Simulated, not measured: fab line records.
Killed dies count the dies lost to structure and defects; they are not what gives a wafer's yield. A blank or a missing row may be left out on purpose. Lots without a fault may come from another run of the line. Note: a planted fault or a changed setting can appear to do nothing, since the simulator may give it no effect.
fab line records -- flow sky130
[record] lots = 14, wafers = 42, last_day = 50
route steps=708 shown SONOS_ONO@185 GATE_OXIDE@197 POLY_GATE@204
lots with no fault: from the same line, run without faults
start_h: hours from the record's opening day to when the first of the lot's shown wafers began -- wait_h: how many hours have passed since the lot's step before this one -- " as in the row above -- L1.1+2: a single row standing in for several wafers -- - value missing, or start not given -- * or withheld: withheld -- < > ~ a bound
route shown NAME@n: a module of which the file shows steps, and the number in the route of the first -- usual: mean/standard deviation taken from wafers without a fault -- same: alike in all rows -- chamber/n: place in a boat -- sites: readings site by site -- _std_site: how widely they spread, as a standard deviation -- _edge_site: mean of outer sites minus mean of inner sites -- radius_mm: for every site, how far away it sits from the centre of the wafer -- mask NAME#n: copy n -- behind: tool/chamber where the wafer was last shaped -- hold: why the lot went on hold/how many hours it stayed there/how the hold came to an end -- device: the transistor (n, p or np) that didn't switch -- end of line: tests of these same wafers at the route's end -- a step with no rows: only its recipe -- killed: the dies lost at the first sort to structure and to defects; this is not the yield of the wafer -- map: a wafer's dies, marking killed ones x, the rest . and places with no die _
set.NAME: the setting that was run; set.NAME@STEP: the one run at that earlier step -- model.NAME: the simulator's own value behind a step, which no gauge read
steps of the route over a sample of lots; a table a step, a row a wafer
services: from which hour (start_h, from the record's first day; less than 0 if before it) a tool's chamber was out of use, for how many hours, and why
[[steps]]
[step SKY_SONOS_ONO_STRIP_17]
[recipe] chemistry = O2/N2, power_w = 1400, pressure_mtorr = 1500, platen_temp_c = withheld, o2_flow_sccm = 3000, n2_flow_sccm = 300, overash_fraction = 0.5
[usual] drypump_motor_current_A = 5.7/0.43, oes_product_au = 0.710/0.0045, strip_time_to_endpoint_s = 14.08/0.045
[same] overash_fraction = 0.5
lot.wafer,tool,chamber,start_h,wait_h,drypump_motor_current_A,oes_product_au,rf_hours_counter_h,strip_time_to_endpoint_s
L277.2,plasma_asher-02,0,277.23,0.0,5.2,0.714,15,14.12
L277.3,plasma_asher-02,0,277.23,0.0,5.2,0.717,-,14.14
L277.6,plasma_asher-02,0,277.23,0.0,5.2,0.712,-,14.11
L278.1,plasma_asher-03,0,284.48,0.0,5.7,0.707,58,14.09
L278.5,plasma_asher-03,0,284.48,0.0,5.7,0.700,-,14.07
L278.6,plasma_asher-03,1,284.48,0.0,5.3,0.711,-,14.09
L279.1,plasma_asher-02,1,292.57,0.0,6.2,0.711,17,14.04
L279.4,plasma_asher-02,0,292.57,0.0,5.3,0.705,-,14.08
L279.5,plasma_asher-02,0,292.57,0.0,5.2,0.712,-,14.09
L280.4,plasma_asher-02,0,305.96,0.0,5.2,0.707,-,14.00
L280.5,plasma_asher-02,0,305.96,0.0,5.2,0.709,-,14.08
L280.6,plasma_asher-02,1,305.96,0.0,6.1,0.709,-,14.10
L281.1,plasma_asher-02,1,312.11,0.0,6.1,0.714,19,14.06
L281.2,plasma_asher-02,0,312.11,0.0,5.2,0.713,19,14.10
L281.3,plasma_asher-02,0,312.11,0.0,5.2,0.711,-,14.05
L282.4,plasma_asher-02,0,317.33,0.0,5.3,0.711,-,14.11
L282.5,plasma_asher-02,0,317.33,0.0,5.2,0.714,-,14.09
L282.6,plasma_asher-02,1,317.33,0.0,6.2,0.705,-,14.09
L283.1,plasma_asher-04,1,323.08,0.0,6.4,0.708,52,14.12
L283.3,plasma_asher-04,1,323.08,0.0,6.4,0.713,-,14.15
L283.6,plasma_asher-04,0,323.08,0.0,5.6,0.714,-,14.13
L286.1,plasma_asher-04,0,349.54,0.0,5.6,0.709,54,14.07
L286.2,plasma_asher-04,1,349.54,0.0,6.3,0.718,54,14.14
L286.3,plasma_asher-04,0,349.54,0.0,5.6,0.712,-,14.11
L288.3,plasma_asher-02,1,365.84,0.0,6.2,0.701,-,14.06
L288.4,plasma_asher-02,0,365.84,0.0,5.3,0.708,-,14.10
L288.6,plasma_asher-02,1,365.84,0.0,6.2,0.704,-,14.13
L289.3,plasma_asher-02,1,382.23,0.0,6.2,0.714,-,13.98
L289.5,plasma_asher-02,1,382.23,0.0,6.1,0.709,-,13.96
L289.6,plasma_asher-02,0,382.23,0.0,5.3,0.712,-,13.95
L297.4,plasma_asher-02,0,447.39,0.0,5.3,0.708,-,14.14
L297.5,plasma_asher-02,1,447.39,0.0,6.2,0.715,-,14.13
L297.6,plasma_asher-02,0,447.39,0.0,5.2,0.712,-,14.10
L298.3,plasma_asher-03,0,453.42,0.0,5.7,0.707,-,14.04
L298.5,plasma_asher-03,0,453.42,0.0,5.7,0.719,-,14.00
L298.6,plasma_asher-03,1,453.42,0.0,5.3,0.702,-,14.06
L299.2,plasma_asher-03,1,460.52,0.0,5.3,0.712,76,14.01
L299.4,plasma_asher-03,1,460.52,0.0,5.2,0.714,-,14.07
L299.5,plasma_asher-03,0,460.52,0.0,5.7,0.705,-,14.02
L300.2,plasma_asher-02,0,464.97,0.0,5.2,0.717,34,14.11
L300.4,plasma_asher-02,1,464.97,0.0,6.2,0.698,-,14.07
L300.6,plasma_asher-02,1,464.97,0.0,6.2,0.704,-,14.09
[step SKY_GATE_OXIDE_OVL_MEAS_10]
[usual] GATE_OXIDE_OVL = 0.6/1.5
lot.wafer,tool,chamber,start_h,wait_h,GATE_OXIDE_OVL[nm]
L277.2,overlay-01,-,304.60,0.1,0.1
L277.3,overlay-01,-,304.60,0.1,0.3
L277.6,overlay-01,-,304.60,0.1,0.2
L278.1,overlay-02,-,312.44,0.1,-0.5
L278.5,overlay-02,-,312.44,0.1,-0.1
L278.6,overlay-02,-,312.44,0.1,-0.2
L279.1,overlay-01,-,321.64,0.1,3.5
L279.4,overlay-01,-,321.64,0.1,3.6
L279.5,overlay-01,-,321.64,0.1,2.7
L280.4,overlay-02,-,336.26,0.1,2.7
L280.5,overlay-02,-,336.26,0.1,2.0
L280.6,overlay-02,-,336.26,0.1,1.7
L281.1,overlay-01,-,340.39,0.1,1.2
L281.2,overlay-01,-,340.39,0.1,1.0
L281.3,overlay-01,-,340.39,0.1,0.4
L282.4,overlay-02,-,346.45,0.1,-0.2
L282.5,overlay-02,-,346.45,0.1,-0.3
L282.6,overlay-02,-,346.45,0.1,-0.2
L283.1,overlay-01,-,351.65,0.1,-0.6
L283.3,overlay-01,-,351.65,0.1,1.2
L283.6,overlay-01,-,351.65,0.1,-3.2
L286.1,overlay-01,-,380.14,0.1,0.7
L286.2,overlay-01,-,380.14,0.1,-0.2
L286.3,overlay-01,-,380.14,0.1,0.4
L288.3,overlay-01,-,396.94,0.1,0.9
L288.4,overlay-01,-,396.94,0.1,-0.8
L288.6,overlay-01,-,396.94,0.1,-0.4
L289.3,overlay-02,-,413.10,0.1,2.6
L289.5,overlay-02,-,413.10,0.1,2.9
L289.6,overlay-02,-,413.10,0.1,1.9
L297.4,overlay-01,-,480.85,0.1,0.8
L297.5,overlay-01,-,480.85,0.1,-0.5
L297.6,overlay-01,-,480.85,0.1,1.3
L298.3,overlay-02,-,485.99,0.1,1.0
L298.5,overlay-02,-,485.99,0.1,1.2
L298.6,overlay-02,-,485.99,0.1,0.8
L299.2,overlay-02,-,493.28,0.1,-0.2
L299.4,overlay-02,-,493.28,0.1,-0.1
L299.5,overlay-02,-,493.28,0.1,1.5
L300.2,overlay-01,-,501.00,0.1,1.4
L300.4,overlay-01,-,501.00,0.1,0.3
L300.6,overlay-01,-,501.00,0.1,1.3
[step SKY_GATE_OXIDE_STRIP_13]
[recipe] chemistry = O2/N2, power_w = 1400, pressure_mtorr = 1500, platen_temp_c = withheld, o2_flow_sccm = 3000, n2_flow_sccm = 300, overash_fraction = 0.5
[usual] drypump_motor_current_A = 5.7/0.4, oes_product_au = 0.716/0.0044, strip_time_to_endpoint_s = 14.41/0.04
[same] overash_fraction = 0.5
lot.wafer,tool,chamber,start_h,wait_h,drypump_motor_current_A,oes_product_au,rf_hours_counter_h,strip_time_to_endpoint_s
L277.2,plasma_asher-04,1,304.89,0.0,6.3,0.714,50,14.42
L277.3,plasma_asher-04,0,304.89,0.0,5.6,0.717,-,14.47
L277.6,plasma_asher-04,0,304.89,0.0,5.6,0.713,-,14.45
L278.1,plasma_asher-04,0,312.74,0.0,5.6,0.719,51,14.38
L278.5,plasma_asher-04,0,312.74,0.0,5.6,0.711,-,14.38
L278.6,plasma_asher-04,1,312.74,0.0,6.3,0.709,-,14.37
L279.1,plasma_asher-02,0,321.93,0.0,5.2,0.716,19,14.46
L279.4,plasma_asher-02,0,321.93,0.0,5.3,0.723,-,14.42
L279.5,plasma_asher-02,0,321.93,0.0,5.2,0.718,-,14.46
L280.4,plasma_asher-02,0,336.56,0.0,5.3,0.717,-,14.37
L280.5,plasma_asher-02,1,336.56,0.0,6.2,0.721,-,14.44
L280.6,plasma_asher-02,0,336.56,0.0,5.2,0.715,-,14.41
L281.1,plasma_asher-01,0,340.68,0.0,5.4,0.722,65,14.37
L281.2,plasma_asher-01,1,340.68,0.0,5.5,0.712,65,14.38
L281.3,plasma_asher-01,0,340.68,0.0,5.3,0.715,-,14.37
L282.4,plasma_asher-01,1,346.75,0.0,5.5,0.712,-,14.48
L282.5,plasma_asher-01,1,346.75,0.0,5.5,0.709,-,14.46
L282.6,plasma_asher-01,0,346.75,0.0,5.3,0.712,-,14.48
L283.1,plasma_asher-04,0,351.94,0.0,5.6,0.717,54,14.41
L283.3,plasma_asher-04,0,351.94,0.0,5.6,0.719,-,14.39
L283.6,plasma_asher-04,0,351.94,0.0,5.6,0.727,-,14.43
L286.1,plasma_asher-04,0,380.43,0.0,5.6,0.714,57,14.33
L286.2,plasma_asher-04,1,380.43,0.0,6.3,0.719,57,14.34
L286.3,plasma_asher-04,1,380.43,0.0,6.3,0.713,-,14.35
L288.3,plasma_asher-01,0,397.25,0.0,5.4,0.723,-,14.40
L288.4,plasma_asher-01,1,397.25,0.0,5.5,0.712,-,14.40
L288.6,plasma_asher-01,0,397.25,0.0,5.4,0.713,-,14.44
L289.3,plasma_asher-01,1,413.51,0.0,5.5,0.720,-,14.35
L289.5,plasma_asher-01,1,413.51,0.0,5.5,0.723,-,14.40
L289.6,plasma_asher-01,0,413.51,0.0,5.4,0.716,-,14.38
L297.4,plasma_asher-04,0,481.15,0.0,5.6,0.714,-,14.45
L297.5,plasma_asher-04,1,481.15,0.0,6.3,0.716,-,14.39
L297.6,plasma_asher-04,0,481.15,0.0,5.6,0.712,-,14.43
L298.3,plasma_asher-02,0,486.31,0.0,5.3,0.725,-,14.44
L298.5,plasma_asher-02,0,486.31,0.0,5.2,0.712,-,14.43
L298.6,plasma_asher-02,1,486.31,0.0,6.2,0.714,-,14.44
L299.2,plasma_asher-01,1,493.57,0.0,5.5,0.714,6,14.40
L299.4,plasma_asher-01,1,493.57,0.0,5.5,0.722,-,14.39
L299.5,plasma_asher-01,0,493.57,0.0,5.3,0.716,-,14.43
L300.2,plasma_asher-04,1,501.28,0.0,6.3,0.722,69,14.44
L300.4,plasma_asher-04,0,501.28,0.0,5.5,0.718,-,14.38
L300.6,plasma_asher-04,0,501.28,0.0,5.6,0.711,-,14.43
[step SKY_POLY_GATE_CVD_00]
[recipe] material = poly-Si, target_thk_nm = 180, temp_c = 620, time_s = 720, pressure_mtorr = 200
[usual] zone_power_bottom_pct = 13.42/0.12
lot.wafer,tool,chamber,start_h,wait_h,zone_power_bottom_pct
L277.2,lpcvd-01,1,306.63,0.0,13.45
L277.3,lpcvd-01,1,306.63,0.0,13.85
L277.6,lpcvd-01,1,306.63,0.0,13.58
L278.1,lpcvd-01,0,315.27,0.0,13.36
L278.5,lpcvd-01,0,315.27,0.0,13.23
L278.6,lpcvd-01,0,315.27,0.0,13.26
L279.1,lpcvd-01,0,324.71,0.0,13.42
L279.4,lpcvd-01,0,324.71,0.0,13.39
L279.5,lpcvd-01,0,324.71,0.0,13.29
L280.4,lpcvd-01,0,338.55,0.0,13.43
L280.5,lpcvd-01,0,338.55,0.0,13.27
L280.6,lpcvd-01,0,338.55,0.0,13.29
L281.1,lpcvd-01,1,343.08,0.0,13.46
L281.2,lpcvd-01,1,343.08,0.0,13.40
L281.3,lpcvd-01,1,343.08,0.0,13.34
L282.4,lpcvd-01,0,350.62,0.0,13.49
L282.5,lpcvd-01,0,350.62,0.0,13.12
L282.6,lpcvd-01,0,350.62,0.0,13.28
L283.1,lpcvd-01,1,356.51,0.0,13.62
L283.3,lpcvd-01,1,356.51,0.0,13.38
L283.6,lpcvd-01,1,356.51,0.0,13.54
L286.1,lpcvd-01,0,382.96,0.0,13.29
L286.2,lpcvd-01,0,382.96,0.0,13.48
L286.3,lpcvd-01,0,382.96,0.0,13.29
L288.3,lpcvd-01,1,402.44,3.3,13.48
L288.4,lpcvd-01,1,402.44,3.3,13.52
L288.6,lpcvd-01,1,402.44,3.3,13.29
L289.3,lpcvd-01,1,415.46,0.0,13.49
L289.5,lpcvd-01,1,415.46,0.0,13.48
L289.6,lpcvd-01,1,415.46,0.0,13.44
L297.4,lpcvd-01,1,482.86,0.0,13.45
L297.5,lpcvd-01,1,482.86,0.0,13.54
L297.6,lpcvd-01,1,482.86,0.0,13.62
L298.3,lpcvd-01,0,488.02,0.0,13.50
L298.5,lpcvd-01,0,488.02,0.0,13.34
L298.6,lpcvd-01,0,488.02,0.0,13.48
L299.2,lpcvd-01,0,496.31,0.0,13.52
L299.4,lpcvd-01,0,496.31,0.0,13.33
L299.5,lpcvd-01,0,496.31,0.0,13.41
L300.2,lpcvd-01,0,503.02,0.0,13.50
L300.4,lpcvd-01,0,503.02,0.0,13.43
L300.6,lpcvd-01,0,503.02,0.0,13.44
[step SKY_POLY_GATE_THK_MEAS_01]
[recipe] reads = poly-Si_of_POLY_GATE_CVD_00
[usual] POLY_GATE_CVD_00_THK = 179.9/1.6
lot.wafer,tool,chamber,start_h,wait_h,POLY_GATE_CVD_00_THK[nm]
L277.2,film_metro-01,-,307.84,0.0,179.4
L277.3,film_metro-01,-,307.84,0.0,179.7
L277.6,film_metro-01,-,307.84,0.0,179.4
L278.1,film_metro-03,-,316.47,0.0,182.3
L278.5,film_metro-03,-,316.47,0.0,184.2
L278.6,film_metro-03,-,316.47,0.0,183.6
L279.1,film_metro-03,-,325.91,0.0,182.4
L279.4,film_metro-03,-,325.91,0.0,181.2
L279.5,film_metro-03,-,325.91,0.0,180.0
L280.4,film_metro-01,-,339.78,0.0,177.2
L280.5,film_metro-01,-,339.78,0.0,178.5
L280.6,film_metro-01,-,339.78,0.0,177.5
L281.1,film_metro-01,-,344.28,0.0,178.3
L281.2,film_metro-01,-,344.28,0.0,180.6
L281.3,film_metro-01,-,344.28,0.0,180.1
L282.4,film_metro-01,-,351.85,0.0,177.0
L282.5,film_metro-01,-,351.85,0.0,179.1
L282.6,film_metro-01,-,351.85,0.0,179.7
L283.1,film_metro-02,-,357.71,0.0,180.9
L283.3,film_metro-02,-,357.71,0.0,180.2
L283.6,film_metro-02,-,357.71,0.0,179.4
L286.1,film_metro-03,-,384.16,0.0,179.0
L286.2,film_metro-03,-,384.16,0.0,178.6
L286.3,film_metro-03,-,384.16,0.0,179.4
L288.3,film_metro-03,-,403.66,0.0,246.2
L288.4,film_metro-03,-,403.66,0.0,247.2
L288.6,film_metro-03,-,403.66,0.0,245.7
L289.3,film_metro-02,-,416.68,0.0,242.3
L289.5,film_metro-02,-,416.68,0.0,242.1
L289.6,film_metro-02,-,416.68,0.0,243.3
L297.4,film_metro-02,-,484.09,0.0,178.6
L297.5,film_metro-02,-,484.09,0.0,178.1
L297.6,film_metro-02,-,484.09,0.0,178.6
L298.3,film_metro-02,-,489.24,0.0,179.3
L298.5,film_metro-02,-,489.24,0.0,179.5
L298.6,film_metro-02,-,489.24,0.0,178.1
L299.2,film_metro-01,-,497.52,0.0,176.8
L299.4,film_metro-01,-,497.52,0.0,176.0
L299.5,film_metro-01,-,497.52,0.0,179.0
L300.2,film_metro-02,-,504.83,0.0,179.2
L300.4,film_metro-02,-,504.83,0.0,179.2
L300.6,film_metro-02,-,504.83,0.0,178.9
[[services]]
tool,chamber,start_h,hours,kind
plasma_asher-03,-,258.69,12.5,repair
lpcvd-01,-,298.44,1.4,repair
plasma_asher-02,-,303.91,1.5,repair
lpcvd-01,-,396.44,6.0,pm
plasma_asher-01,-,421.25,9.0,pm
plasma_asher-01,0,421.25,9.0,vent_cycle
plasma_asher-01,1,421.25,9.0,vent_cycle
plasma_asher-01,0,430.25,-,clean
plasma_asher-01,1,430.25,-,clean
lpcvd-01,-,450.03,2.8,repair
plasma_asher-03,-,475.07,0.9,repair
[[key]]
[first_sign] step = SKY_POLY_GATE_THK_MEAS_01, reading = POLY_GATE_CVD_00_THK, direction = up, sigmas = 40, usual = 179.9, struck = 244.5
effect none on later readings
met_at SKY_POLY_GATE_CVD_00
struck_lots L288,L289
sort_left_out L288.3,L288.4,L288.6,L289.3,L289.5,L289.6
tester_left_out L288,L289
not_acting_at SKY_SONOS_ONO_STRIP_17,SKY_GATE_OXIDE_OVL_MEAS_10,SKY_GATE_OXIDE_STRIP_13
onset_between 382.96 402.44
[fault] kind = process_parameter_drift, tool = lpcvd-01, chamber = -, onset_h = 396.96, steps = SKY_POLY_GATE_CVD_00, channel = target_thk_nm, offset = 65.606, shape = step, end_h = 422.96, stated = 180
// tester_left_out: of these lots the tester's yield and bins aren't shown, on N5 and GAA mostly nor the transistor test; their killed dies are dies lost to structure and defects alone, not to doping, threshold or leakage, so they don't give the yield
// sort_left_out: the simulated sort isn't trusted on such a fault, so these wafers' sort isn't shown, and their yield isn't known
